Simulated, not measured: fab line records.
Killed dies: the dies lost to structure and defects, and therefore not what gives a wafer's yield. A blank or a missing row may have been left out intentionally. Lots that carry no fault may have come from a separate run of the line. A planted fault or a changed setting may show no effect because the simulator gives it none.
fab line records	flow sky130	part 1 of 2: steps 1 to 43 of 44
record lots=6	wafers=18	last-day=50
route steps=708 shown VIA2@525 METAL3@532 CAPM@537 PAD_OPEN@708
lots untouched by any fault: they come from a run of this same line in which no faults occurred
start-h: the number of hours between the record's first day and the start of the first shown wafer of the lot	wait-h: hours from the lot's prior step to this one	" the same as in the row above	L1.1+2: a single row standing in for several wafers	- no value present, or no start provided	* or withheld: withheld	< > ~ a bound
route shown NAME@n: names a module that has steps shown in the file, with the first one's number in the route	usual: the fault-free wafers' mean and standard deviation	same: alike in all rows	chamber/n: place in a boat	sites: each site's reading	_std_site: their standard deviation	_edge_site: mean of outer sites minus mean of inner sites	radius-mm: how far each site lies from the wafer's centre	mask NAME#n: copy n	behind: the most recent tool/chamber to have shaped the wafer	hold: the reason the lot was held/the length of the hold in hours/how it ended	device: names the non-switching transistor (n, p or np)	end of line: the tests these same wafers got at the end of their route	a step without rows: its recipe alone	killed: at the first sort, the dies lost to defects and structure; wafer yield is something else	map: the dies of a wafer, with x for killed, . for not killed, _ for no die there
set.NAME: setting as actually run; set.NAME@STEP: the setting as run at that earlier step	model.NAME: the simulator's own value behind a step, which no gauge read
lots seen at some steps along the route; tables by step, rows by wafer
services: the hour from which a tool's chamber was out of use, counted from the record's first day as start-h (under 0 if before that day), plus the number of hours and why
## steps
# step SKY_VIA2_CLEAN_18
# recipe chemistry=IPA	time-s=180	temp-c=25
# step SKY_VIA2_CLEAN_19
# recipe chemistry=O3/DIW	dry=n2-spin
# step SKY_VIA2_SPUTTER_20
# recipe material=TiN	target-thk-nm=20	chamber-pressure-pa=5	power-w=4000	time-s=80
# step SKY_VIA2_CVD_21
# recipe material=W	target-thk-nm=420	time-s=126.4	temp-c=400	pressure-torr=40
# step SKY_VIA2_RS_MEAS_22
# recipe thk-meas-gauge=four-point-probe	reads=W_of_VIA2_CVD_21+TiN_of_VIA2_SPUTTER_20
# usual VIA2_W_RS=0.271/0.0031
lot.wafer	tool	chamber	start-h	wait-h	VIA2_W_RS[ohm/sq]
L875.2	film-metro-03	-	880.21	0.1	0.275
L875.4	"	-	"	"	0.274
L875.5	"	-	"	"	0.275
L882.3	film-metro-02	-	939.04	0.1	0.271
L882.4	"	-	"	"	0.275
L882.6	"	-	"	"	0.270
L886.1	film-metro-01	-	960.43	0.1	0.267
L886.2	"	-	"	"	0.267
L886.3	"	-	"	"	0.270
L891.2	film-metro-03	-	983.66	0.1	0.272
L891.3	"	-	"	"	0.274
L891.6	"	-	"	"	0.274
L893.3	film-metro-02	-	997.65	0.1	0.265
L893.5	"	-	"	"	0.266
L893.6	"	-	"	"	0.266
L894.1	film-metro-02	-	1000.66	0.1	0.271
L894.4	"	-	"	"	0.270
L894.5	"	-	"	"	0.270
# step SKY_VIA2_THK_MEAS_23
# recipe thk-meas-gauge=xrf	reads=W_of_VIA2_CVD_21
# usual VIA2_W_THK=427/7.9
lot.wafer	tool	chamber	start-h	wait-h	VIA2_W_THK[nm]
L875.2	film-metro-03	-	880.32	0.1	423
L875.4	"	-	"	"	425
L875.5	"	-	"	"	425
L882.3	film-metro-02	-	939.14	0.1	424
L882.4	"	-	"	"	417
L882.6	"	-	"	"	425
L886.1	film-metro-01	-	960.55	0.1	427
L886.2	"	-	"	"	426
L886.3	"	-	"	"	421
L891.2	film-metro-03	-	983.77	0.1	438
L891.3	"	-	"	"	433
L891.6	"	-	"	"	436
L893.3	film-metro-02	-	997.75	0.1	435
L893.5	"	-	"	"	433
L893.6	"	-	"	"	434
L894.1	film-metro-02	-	1000.78	0.1	428
L894.4	"	-	"	"	427
L894.5	"	-	"	"	427
# step SKY_VIA2_CMP_24
# recipe stop-on=SiO2	t-overpolish-s=20	down-force-psi=3.5	platen-rpm=60	target-thk-nm=0	pad-velocity-m-s=0.94248
# step SKY_METAL3_SPUTTER_00
# recipe material=Ti	target-thk-nm=15	power-w=3000	time-s=10	chamber-pressure-pa=0.4
# usual chamber-pressure-pa=0.4000/0.0008	throttle-valve-pct=29.9/1.4
lot.wafer	tool	chamber	start-h	wait-h	chamber-pressure-pa	throttle-valve-pct
L875.2	pvd-sputter-01	-	880.67	0.2	0.3991	30.2
L875.4	"	-	"	"	0.4006	28.1
L875.5	"	-	"	"	0.4004	30.1
L882.3	pvd-sputter-04	-	939.48	0.2	0.3992	31.6
L882.4	"	-	"	"	0.3986	29.3
L882.6	"	-	"	"	0.3980	29.6
L886.1	pvd-sputter-01	-	960.91	0.1	0.3984	28.4
L886.2	"	-	"	"	0.3999	30.5
L886.3	"	-	"	"	0.4003	27.7
L891.2	pvd-sputter-01	-	984.12	0.1	0.4015	30.1
L891.3	"	-	"	"	0.4012	27.7
L891.6	"	-	"	"	0.4014	28.4
L893.3	pvd-sputter-02	-	998.09	0.1	0.4002	31.2
L893.5	"	-	"	"	0.3999	29.7
L893.6	"	-	"	"	0.3989	30.2
L894.1	pvd-sputter-01	-	1001.37	0.2	0.4003	28.4
L894.4	"	-	"	"	0.4011	30.1
L894.5	"	-	"	"	0.4014	30.2
# step SKY_METAL3_SPUTTER_01
# recipe material=TiN	target-thk-nm=20	power-w=6500	time-s=16.7	chamber-pressure-pa=0.4
# step SKY_METAL3_SPUTTER_02
# recipe material=AlCu	target-thk-nm=735	power-w=10600	time-s=39.1	chamber-pressure-pa=0.4
# step SKY_METAL3_SPUTTER_03
# recipe material=Ti	target-thk-nm=5	power-w=3000	time-s=3.3	chamber-pressure-pa=0.4
# usual chamber-pressure-pa=0.3999/0.00086	throttle-valve-pct=29.9/1.4
lot.wafer	tool	chamber	start-h	wait-h	chamber-pressure-pa	throttle-valve-pct
L875.2	pvd-sputter-01	-	880.76	0.0	0.4002	30.3
L875.4	"	-	"	"	0.3994	28.3
L875.5	"	-	"	"	0.4009	30.2
L882.3	pvd-sputter-04	-	939.57	0.0	0.3991	31.6
L882.4	"	-	"	"	0.3982	29.5
L882.6	"	-	"	"	0.3997	29.6
L886.1	pvd-sputter-01	-	961.00	0.0	0.3992	28.4
L886.2	"	-	"	"	0.4008	30.2
L886.3	"	-	"	"	0.4009	27.5
L891.2	pvd-sputter-01	-	984.21	0.0	0.4000	30.3
L891.3	"	-	"	"	0.4013	28.0
L891.6	"	-	"	"	0.4005	28.1
L893.3	pvd-sputter-02	-	998.18	0.0	0.4000	30.7
L893.5	"	-	"	"	0.4000	29.7
L893.6	"	-	"	"	0.3990	30.1
L894.1	pvd-sputter-01	-	1001.45	0.0	0.4006	28.1
L894.4	"	-	"	"	0.4007	30.3
L894.5	"	-	"	"	0.4016	30.3
# step SKY_METAL3_SPUTTER_04
# recipe material=TiN	target-thk-nm=70	power-w=6500	time-s=58.3	chamber-pressure-pa=0.4
# usual chamber-pressure-pa=0.4001/0.00075	throttle-valve-pct=29.9/1.4
lot.wafer	tool	chamber	start-h	wait-h	chamber-pressure-pa	throttle-valve-pct
L875.2	pvd-sputter-01	-	880.77	0.0	0.4002	30.1
L875.4	"	-	"	"	0.3994	28.3
L875.5	"	-	"	"	0.3986	30.3
L882.3	pvd-sputter-04	-	939.59	0.0	0.4004	31.6
L882.4	"	-	"	"	0.4003	29.7
L882.6	"	-	"	"	0.3997	29.6
L886.1	pvd-sputter-01	-	961.02	0.0	0.3999	28.3
L886.2	"	-	"	"	0.4011	30.0
L886.3	"	-	"	"	0.4003	27.9
L891.2	pvd-sputter-01	-	984.23	0.0	0.4000	30.2
L891.3	"	-	"	"	0.3999	27.8
L891.6	"	-	"	"	0.3995	28.5
L893.3	pvd-sputter-02	-	998.20	0.0	0.3996	31.0
L893.5	"	-	"	"	0.3988	29.9
L893.6	"	-	"	"	0.4007	29.9
L894.1	pvd-sputter-01	-	1001.47	0.0	0.4005	28.2
L894.4	"	-	"	"	0.3997	30.1
L894.5	"	-	"	"	0.4002	30.2
# step SKY_CAPM_CVD_00
# recipe material=SiO2	target-thk-nm=15.5	temp-c=400	time-s=withheld	rf-w=450
# usual heater-power-w=719/50
lot.wafer	tool	chamber	start-h	wait-h	heater-power-w	model.SiO2_of_CAPM_CVD_00.thk-nm
L875.2	pecvd-03	1	880.82	0.0	704	15.24
L875.4	"	0	"	"	678	16.08
L875.5	"	2	"	"	710	16
L882.3	pecvd-02	0	939.65	0.0	712	15.59
L882.4	"	1	"	"	720	15.5
L882.6	"	0	"	"	730	15.64
L886.1	pecvd-02	2	961.07	0.0	776	15.1
L886.2	"	0	"	"	658	14.94
L886.3	"	0	"	"	654	15.47
L891.2	pecvd-02	1	984.28	0.0	727	13.82
L891.3	"	0	"	"	738	13.78
L891.6	"	0	"	"	752	13.92
L893.3	pecvd-03	1	998.25	0.0	708	15.73
L893.5	"	1	"	"	709	15.96
L893.6	"	2	"	"	734	16.08
L894.1	pecvd-02	1	1001.52	0.0	784	13.81
L894.4	"	1	"	"	737	14.5
L894.5	"	0	"	"	725	14.14
# step SKY_CAPM_THK_MEAS_01
# recipe reads=SiO2_of_CAPM_CVD_00
# usual CAPM_CVD_00_THK=15.59/0.27
lot.wafer	tool	chamber	start-h	wait-h	CAPM_CVD_00_THK[nm]
L875.2	film-metro-04	-	880.85	-	15.31
L875.4	"	-	"	"	16.09
L875.5	"	-	"	"	15.96
L882.3	film-metro-04	-	939.69	-	15.59
L882.4	"	-	"	"	15.49
L882.6	"	-	"	"	15.66
L886.1	film-metro-04	-	961.10	-	15.11
L886.2	"	-	"	"	14.95
L886.3	"	-	"	"	15.51
L891.2	film-metro-04	-	984.31	-	13.80
L891.3	"	-	"	"	13.78
L891.6	"	-	"	"	13.91
L893.3	film-metro-01	-	998.29	-	15.72
L893.5	"	-	"	"	15.95
L893.6	"	-	"	"	16.06
L894.1	film-metro-01	-	1001.54	-	13.83
L894.4	"	-	"	"	14.48
L894.5	"	-	"	"	14.14
# step SKY_CAPM_SPUTTER_02
# recipe material=TiN	target-thk-nm=200	temp-c=300	power-w=6500	time-s=166.7	chamber-pressure-pa=0.4
# step SKY_CAPM_RS_MEAS_03
# recipe thk-meas-gauge=four-point-probe	reads=TiN_of_CAPM_SPUTTER_02
# usual CAPM_TIN_RS=6.89/0.065
lot.wafer	tool	chamber	start-h	wait-h	CAPM_TIN_RS[ohm/sq]
L875.2	film-metro-03	-	881.03	0.1	6.85
L875.4	"	-	"	"	6.76
L875.5	"	-	"	"	6.84
L882.3	film-metro-03	-	939.88	0.1	6.84
L882.4	"	-	"	"	6.89
L882.6	"	-	"	"	6.86
L886.1	film-metro-03	-	961.27	0.1	6.82
L886.2	"	-	"	"	6.76
L886.3	"	-	"	"	6.89
L891.2	film-metro-03	-	984.49	0.1	6.83
L891.3	"	-	"	"	6.88
L891.6	"	-	"	"	6.78
L893.3	film-metro-04	-	998.48	0.1	6.78
L893.5	"	-	"	"	6.83
L893.6	"	-	"	"	6.75
L894.1	film-metro-04	-	1001.71	0.1	6.91
L894.4	"	-	"	"	6.78
L894.5	"	-	"	"	6.93
# step SKY_CAPM_THK_MEAS_04
# recipe thk-meas-gauge=xrf	reads=TiN_of_CAPM_SPUTTER_02
# usual CAPM_TIN_THK=198.5/2.2
lot.wafer	tool	chamber	start-h	wait-h	CAPM_TIN_THK[nm]
L875.2	film-metro-03	-	881.14	0.1	200.9
L875.4	"	-	"	"	203.5
L875.5	"	-	"	"	200.0
L882.3	film-metro-03	-	939.98	0.1	199.5
L882.4	"	-	"	"	198.6
L882.6	"	-	"	"	199.4
L886.1	film-metro-03	-	961.39	0.1	201.7
L886.2	"	-	"	"	203.4
L886.3	"	-	"	"	199.4
L891.2	film-metro-03	-	984.60	0.1	200.9
L891.3	"	-	"	"	200.0
L891.6	"	-	"	"	202.5
L893.3	film-metro-04	-	998.58	0.1	202.1
L893.5	"	-	"	"	199.8
L893.6	"	-	"	"	202.2
L894.1	film-metro-04	-	1001.83	0.1	197.8
L894.4	"	-	"	"	202.8
L894.5	"	-	"	"	196.9
# step SKY_CAPM_DEHYDRATE_05
# recipe temp-c=200	time-s=60
# step SKY_CAPM_HMDS_06
# recipe prime-time-s=60	prime-temp-c=120
# step SKY_CAPM_COAT_07
# recipe resist=NOVOLAK	spin-rpm=3000	resist-thk-nm=1140
# step SKY_CAPM_SOFTBAKE_08
# recipe temp-c=90	time-s=60	resist=NOVOLAK
# step SKY_CAPM_EXPOSE_09
# recipe mask-id=CAPM	na=0.6	source-shape=conventional	sigma-outer=0.6	polarization=unpolarized	target-cd-nm=1000	dose-mj=159
# step SKY_CAPM_PEB_10
# recipe temp-c=withheld	time-s=*	resist=NOVOLAK
# step SKY_CAPM_DEVELOP_11
# recipe resist=NOVOLAK	developer=TMAH	develop-time-s=60	dev-temp-c=23
# step SKY_CAPM_OVL_MEAS_12
# usual CAPM_OVL=-1.0/1.5
lot.wafer	tool	chamber	start-h	wait-h	CAPM_OVL[nm]
L875.2	overlay-01	-	907.00	0.1	-1.7
L875.4	"	-	"	"	-2.3
L875.5	"	-	"	"	-1.4
L882.3	overlay-02	-	965.25	0.1	-0.4
L882.4	"	-	"	"	0.7
L882.6	"	-	"	"	-0.1
L886.1	overlay-02	-	985.39	0.1	2.3
L886.2	"	-	"	"	-0.1
L886.3	"	-	"	"	-0.2
L891.2	overlay-02	-	1008.40	0.1	1.0
L891.3	"	-	"	"	1.6
L891.6	"	-	"	"	1.2
L893.3	overlay-01	-	1022.25	0.1	-2.8
L893.5	"	-	"	"	-3.9
L893.6	"	-	"	"	-4.7
L894.1	overlay-02	-	1025.59	0.1	-0.7
L894.4	"	-	"	"	-0.5
L894.5	"	-	"	"	-1.7
# step SKY_CAPM_METAL_ETCH_13
# recipe target-depth-nm=220	stop-on=SiO2	chemistry=Cl2/BCl3	target=TiN	pressure-mtorr=10	icp-w=900	bias-w=48.5	Cl2_flow_sccm=60	bcl3-flow-sccm=30	time-s=62.9
# usual drypump-motor-current-A=5.5/0.69	oes-product-au=0.943/0.0071	throttle-valve-pct=21.901/0.0086
lot.wafer	tool	chamber	start-h	wait-h	drypump-motor-current-A	oes-product-au	rf-hours-counter-h	throttle-valve-pct
L875.2	rie-metal-04	1	907.03	0.0	6.5	0.950	3	21.895
L875.4	"	1	"	"	6.6	0.947	-	21.890
L875.5	"	1	"	"	6.5	0.951	-	21.908
L882.3	rie-metal-04	1	965.30	0.0	6.5	0.956	-	21.903
L882.4	"	0	"	"	5.6	0.937	-	21.910
L882.6	"	1	"	"	6.5	0.941	-	21.900
L886.1	rie-metal-04	0	985.42	0.0	5.6	0.955	11	21.897
L886.2	"	1	"	"	6.5	0.958	7	21.896
L886.3	"	0	"	"	5.6	0.937	-	21.913
L891.2	rie-metal-04	1	1008.43	0.0	6.5	0.947	8	21.890
L891.3	"	1	"	"	6.5	0.946	-	21.895
L891.6	"	0	"	"	5.6	0.951	-	21.887
L893.3	rie-metal-01	1	1022.33	0.1	4.8	0.951	-	21.897
L893.5	"	1	"	"	4.8	0.948	-	21.903
L893.6	"	1	"	"	4.8	0.956	-	21.891
L894.1	rie-metal-04	1	1025.63	0.0	6.5	0.949	9	21.900
L894.4	"	0	"	"	5.6	0.950	-	21.899
L894.5	"	1	"	"	6.5	0.946	-	21.899
# step SKY_CAPM_STRIP_14
# recipe chemistry=O2/N2	power-w=1400	pressure-mtorr=1500	platen-temp-c=withheld	o2-flow-sccm=3000	n2-flow-sccm=300	overash-fraction=0.5
# step SKY_CAPM_STRIP_15
# recipe chemistry=post-etch-residue-remover	time-s=1200	temp-c=72.5
# step SKY_CAPM_CLEAN_16
# recipe chemistry=IPA	time-s=180	temp-c=25
# step SKY_CAPM_CLEAN_17
# recipe chemistry=O3/DIW	dry=n2-spin
# step SKY_METAL3_DEHYDRATE_05
# recipe temp-c=200	time-s=60
# step SKY_METAL3_HMDS_06
# recipe prime-time-s=60	prime-temp-c=120
# step SKY_METAL3_COAT_07
# recipe resist=BARC	temp-c=withheld	time-s=withheld	spin-rpm=3000	resist-thk-nm=60
# step SKY_METAL3_COAT_08
# recipe resist=KrF-thick	spin-rpm=3000	resist-thk-nm=1140
# step SKY_METAL3_SOFTBAKE_09
# recipe temp-c=100	time-s=90	resist=KrF-thick
# step SKY_METAL3_EXPOSE_10
# recipe mask-id=MM3	na=0.68	source-shape=annular	sigma-inner=0.4	sigma-outer=0.8	target-cd-nm=300	dose-mj=28
# step SKY_METAL3_PEB_11
# recipe peb-temp-c=withheld	peb-time-s=withheld	resist=KrF-thick
# step SKY_METAL3_DEVELOP_12
# recipe develop-time-s=60	resist=KrF-thick	dev-temp-c=21
# step SKY_METAL3_CD_MEAS_13
# recipe target-cd-nm=300
# usual cd-nm=300.3/1.5
lot.wafer	tool	chamber	start-h	wait-h	cd-nm
L875.2	cd-sem-01	-	933.24	-	299.6
L875.4	"	-	"	"	301.2
L875.5	"	-	"	"	300.9
L882.3	cd-sem-02	-	990.73	-	299.6
L882.4	"	-	"	"	300.2
L882.6	"	-	"	"	299.6
L886.1	cd-sem-01	-	1010.64	-	299.1
L886.2	"	-	"	"	299.6
L886.3	"	-	"	"	298.8
L891.2	cd-sem-02	-	1032.14	-	299.7
L891.3	"	-	"	"	298.7
L891.6	"	-	"	"	299.6
L893.3	cd-sem-02	-	1046.68	-	299.3
L893.5	"	-	"	"	300.7
L893.6	"	-	"	"	300.4
L894.1	cd-sem-01	-	1049.87	-	302.2
L894.4	"	-	"	"	301.2
L894.5	"	-	"	"	302.4
# step SKY_METAL3_OVL_MEAS_14
# usual METAL3_OVL=2/5.1
lot.wafer	tool	chamber	start-h	wait-h	METAL3_OVL[nm]
L875.2	overlay-02	-	933.34	0.1	-8
L875.4	"	-	"	"	1
L875.5	"	-	"	"	1
L882.3	overlay-02	-	990.82	0.1	11
L882.4	"	-	"	"	8
L882.6	"	-	"	"	6
L886.1	overlay-01	-	1010.76	0.1	7
L886.2	"	-	"	"	5
L886.3	"	-	"	"	10
L891.2	overlay-01	-	1032.24	0.1	0
L891.3	"	-	"	"	0
L891.6	"	-	"	"	2
L893.3	overlay-02	-	1046.77	0.1	1
L893.5	"	-	"	"	-2
L893.6	"	-	"	"	-1
L894.1	overlay-01	-	1049.99	0.1	0
L894.4	"	-	"	"	2
L894.5	"	-	"	"	-1
# step SKY_METAL3_DESCUM_15
# recipe chemistry=O2	source-power-w=150	bias-power-w=0	pressure-mtorr=10	temp-c=40	time-s=8
# step SKY_METAL3_ETCH_16
# recipe chemistry=N2/H2	target=BARC	ion-energy-ev=200	bias-w=100	pressure-mtorr=30	n2-flow-sccm=100	h2-flow-sccm=200	icp-w=500	stop-on=SiO2	time-s=88.2	target-depth-a=600
# usual drypump-motor-current-A=5.5/0.68	oes-product-au=0.626/0.0046	throttle-valve-pct=13.204/0.0091
lot.wafer	tool	chamber	start-h	wait-h	drypump-motor-current-A	oes-product-au	rf-hours-counter-h	throttle-valve-pct
L875.2	rie-metal-01	1	933.47	0.1	4.8	0.625	-	13.188
L875.4	"	1	"	"	4.8	0.628	-	13.205
L875.5	"	1	"	"	4.9	0.623	-	13.202
L882.3	rie-metal-01	1	990.98	0.1	4.8	0.633	-	13.199
L882.4	"	1	"	"	4.8	0.626	-	13.211
L882.6	"	1	"	"	4.8	0.627	-	13.190
L886.1	rie-metal-01	1	1010.86	0.1	4.8	0.633	13	13.204
L886.2	"	1	"	"	4.8	0.626	-	13.214
L886.3	"	1	"	"	4.8	0.629	-	13.210
L891.2	rie-metal-04	0	1032.31	0.0	5.6	0.626	15	13.199
L891.3	"	0	"	"	5.6	0.628	-	13.218
L891.6	"	1	"	"	6.6	0.627	-	13.207
L893.3	rie-metal-04	1	1046.86	0.0	6.5	0.628	-	13.206
L893.5	"	0	"	"	5.6	0.615	-	13.198
L893.6	"	1	"	"	6.5	0.625	-	13.220
L894.1	rie-metal-04	0	1050.06	0.0	5.7	0.624	16	13.201
L894.4	"	0	"	"	5.7	0.625	-	13.208
L894.5	"	1	"	"	6.5	0.622	-	13.196
# step SKY_METAL3_ETCH_17
# recipe target=SiO2	stop-on=TiN	chemistry=C4F8/O2/Ar	source-w=1500	bias-w=1200	pressure-mtorr=40	c4f8-flow-sccm=withheld	O2_flow_sccm=6	Ar_flow_sccm=300	time-s=3.9	target-depth-a=150
# usual oes-product-au=0.757/0.008
lot.wafer	tool	chamber	start-h	wait-h	oes-product-au	model.etch.depth-nm
L875.2	rie-diel-01	2	933.63	0.1	0.755	15.24
L875.4	"	3	"	"	0.770	16.08
L875.5	"	1	"	"	0.771	16
L882.3	rie-diel-02	2	991.11	0.1	0.760	15.59
L882.4	"	3	"	"	0.747	15.5
L882.6	"	1	"	"	0.758	15.64
L886.1	rie-diel-03	0	1011.06	0.2	0.754	15.1
L886.2	"	1	"	"	0.742	14.94
L886.3	"	3	"	"	0.755	15.47
L891.2	rie-diel-02	2	1032.40	0.1	0.718	13.82
L891.3	"	3	"	"	0.727	13.78
L891.6	"	1	"	"	0.710	13.92
L893.3	rie-diel-02	2	1046.93	0.0	0.759	15.73
L893.5	"	1	"	"	0.759	15.96
L893.6	"	2	"	"	0.769	16.08
L894.1	rie-diel-01	2	1050.15	0.1	0.706	13.81
L894.4	"	3	"	"	0.738	14.5
L894.5	"	2	"	"	0.721	14.14
## key
first-sign step=SKY_CAPM_THK_MEAS_01	reading=CAPM_CVD_00_THK	direction=down	sigmas=6	usual=15.59	struck=13.99
effect step=SKY_METAL3_ETCH_17	reading=oes-product-au	direction=down	sigmas=4.6	usual=0.757	struck=0.720
model-effect step=SKY_CAPM_CVD_00	value=SiO2_of_CAPM_CVD_00.thk-nm	without=15.42	struck=13.99
model-effect step=SKY_METAL3_ETCH_17	value=etch.depth-nm	without=15.42	struck=13.99
model-effect step=SKY_PAD_OPEN_PROBE_99	value=etest.cap-mim.bv-v	without=13.82	struck=12.55
met-at SKY_CAPM_CVD_00
struck-wafers L891.2,L891.3,L891.6,L894.1,L894.4,L894.5
onset-between 961.07 984.28
also-fits SKY_METAL3_SPUTTER_00:pvd-sputter-01,SKY_METAL3_SPUTTER_03:pvd-sputter-01,SKY_METAL3_SPUTTER_04:pvd-sputter-01
fault kind=process-parameter-drift	tool=pecvd-02	chamber=-	onset-h=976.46	steps=SKY_CAPM_CVD_00	channel=time-s	offset=withheld	shape=step	end-h=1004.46	acts-in=*
